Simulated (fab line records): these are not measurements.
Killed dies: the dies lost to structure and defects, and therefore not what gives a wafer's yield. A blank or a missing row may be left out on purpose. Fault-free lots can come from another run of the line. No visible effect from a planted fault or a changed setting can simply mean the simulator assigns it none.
Which tool is to blame? / flow sfqLine / route of 325 steps, sampled at 1 step: 15 lots, 45 wafers

== WHAT THE GAUGES READ, wafer by wafer ==
The record lacks any reading of a measuring or inspecting step that a usual standard deviation could be used to judge.

== EACH LOT AND THE TOOL THAT RAN IT (in order: tool; ch and the chambers of the sampled wafers; start) ==
lot=L187; SFQ_TRILAYER_I3_DEP_PECVD_081=pecvd-02 ch 0,1, day 46 14:36
lot=L189; SFQ_TRILAYER_I3_DEP_PECVD_081=pecvd-02 ch 0,2, day 46 23:00
lot=L190; SFQ_TRILAYER_I3_DEP_PECVD_081=pecvd-02 ch 0,2, day 47 16:03
lot=L191; SFQ_TRILAYER_I3_DEP_PECVD_081=pecvd-03 ch 0,1,2, day 48 16:57
lot=L192; SFQ_TRILAYER_I3_DEP_PECVD_081=pecvd-02 ch 0,1, day 49 01:05
lot=L193; SFQ_TRILAYER_I3_DEP_PECVD_081=pecvd-02 ch 0,1,2, day 49 10:41
lot=L195; SFQ_TRILAYER_I3_DEP_PECVD_081=pecvd-03 ch 0,2, day 50 18:08
lot=L196; SFQ_TRILAYER_I3_DEP_PECVD_081=pecvd-03 ch 0,1,2, day 51 00:56
lot=L197; SFQ_TRILAYER_I3_DEP_PECVD_081=pecvd-03 ch 0,2, day 51 06:08
lot=L198; SFQ_TRILAYER_I3_DEP_PECVD_081=pecvd-03 ch 0,1,2, day 51 18:08
lot=L199; SFQ_TRILAYER_I3_DEP_PECVD_081=pecvd-03 ch 0,1,2, day 51 22:56
lot=L200; SFQ_TRILAYER_I3_DEP_PECVD_081=pecvd-02 ch 1,2, day 52 08:32
lot=L206; SFQ_TRILAYER_I3_DEP_PECVD_081=pecvd-01 ch 0,1,2, day 54 12:11
lot=L207; SFQ_TRILAYER_I3_DEP_PECVD_081=pecvd-02 ch 0,1, day 54 13:38
lot=L209; SFQ_TRILAYER_I3_DEP_PECVD_081=pecvd-03 ch 0,2, day 55 13:50
- SFQ_TRILAYER_I3_DEP_PECVD_081: deposits SiO2 from SiH4/N2O, time 111.11 s, target thk 500 nm.

== AS READ BY THE TOOLS THEMSELVES (means over the sampled wafers that have a number; for cases with no such wafer, the mark the record gives instead) ==
SFQ_TRILAYER_I3_DEP_PECVD_081. Usual: heaterPowerW 75 W, standard deviation 11; rfFwdPowerW 182.4 W, standard deviation 0.6; throttleValvePct 24.8 %, standard deviation 1.4.
lot=L187; tool=pecvd-02; heaterPowerW (W)=88; rfFwdPowerW (W)=183.0; throttleValvePct (%)=25.6; flag=
lot=L189; tool=pecvd-02; heaterPowerW (W)=81; rfFwdPowerW (W)=182.3; throttleValvePct (%)=24.8; flag=
lot=L190; tool=pecvd-02; heaterPowerW (W)=93; rfFwdPowerW (W)=182.2; throttleValvePct (%)=25.2; flag=
lot=L191; tool=pecvd-03; heaterPowerW (W)=69; rfFwdPowerW (W)=182.5; throttleValvePct (%)=23.1; flag=
lot=L192; tool=pecvd-02; heaterPowerW (W)=89; rfFwdPowerW (W)=182.3; throttleValvePct (%)=25.8; flag=
lot=L193; tool=pecvd-02; heaterPowerW (W)=87; rfFwdPowerW (W)=182.0; throttleValvePct (%)=25.3; flag=
lot=L195; tool=pecvd-03; heaterPowerW (W)=70; rfFwdPowerW (W)=182.4; throttleValvePct (%)=22.9; flag=
lot=L196; tool=pecvd-03; heaterPowerW (W)=63; rfFwdPowerW (W)=182.9; throttleValvePct (%)=23.4; flag=
lot=L197; tool=pecvd-03; heaterPowerW (W)=71; rfFwdPowerW (W)=192.8; throttleValvePct (%)=23.1; flag=OFF
lot=L198; tool=pecvd-03; heaterPowerW (W)=59; rfFwdPowerW (W)=192.3; throttleValvePct (%)=23.5; flag=OFF
lot=L199; tool=pecvd-03; heaterPowerW (W)=62; rfFwdPowerW (W)=192.1; throttleValvePct (%)=23.6; flag=OFF
lot=L200; tool=pecvd-02; heaterPowerW (W)=83; rfFwdPowerW (W)=181.4; throttleValvePct (%)=24.9; flag=
lot=L206; tool=pecvd-01; heaterPowerW (W)=69; rfFwdPowerW (W)=181.9; throttleValvePct (%)=26.2; flag=
lot=L207; tool=pecvd-02; heaterPowerW (W)=83; rfFwdPowerW (W)=182.1; throttleValvePct (%)=26.0; flag=
lot=L209; tool=pecvd-03; heaterPowerW (W)=64; rfFwdPowerW (W)=182.2; throttleValvePct (%)=24.4; flag=

== THE ANSWER, worked out from the rows above alone ==
Rule: lot off if the mean of its wafers having a number is beyond 3 standard deviations from the usual mean. Also off: a lot with no number at a reading for which 4 or more lots have one. The other lots that the step has rows for count as sound. Order of review: gauges by route order, followed by the tools' own readings, for which a lot's mean as printed above is used. At the first step where some lot is off, the reading lying furthest off is the one used; lots without a number count as furthest.
Off: L197, L198, L199 (SFQ_TRILAYER_I3_DEP_PECVD_081, rfFwdPowerW).
A tool fits if, at that step or a process step before it, it ran every lot that is off, and no sound lot after the first of them. Of those tried, none fits.

== WHAT THE SIMULATOR HAD PUT IN ==
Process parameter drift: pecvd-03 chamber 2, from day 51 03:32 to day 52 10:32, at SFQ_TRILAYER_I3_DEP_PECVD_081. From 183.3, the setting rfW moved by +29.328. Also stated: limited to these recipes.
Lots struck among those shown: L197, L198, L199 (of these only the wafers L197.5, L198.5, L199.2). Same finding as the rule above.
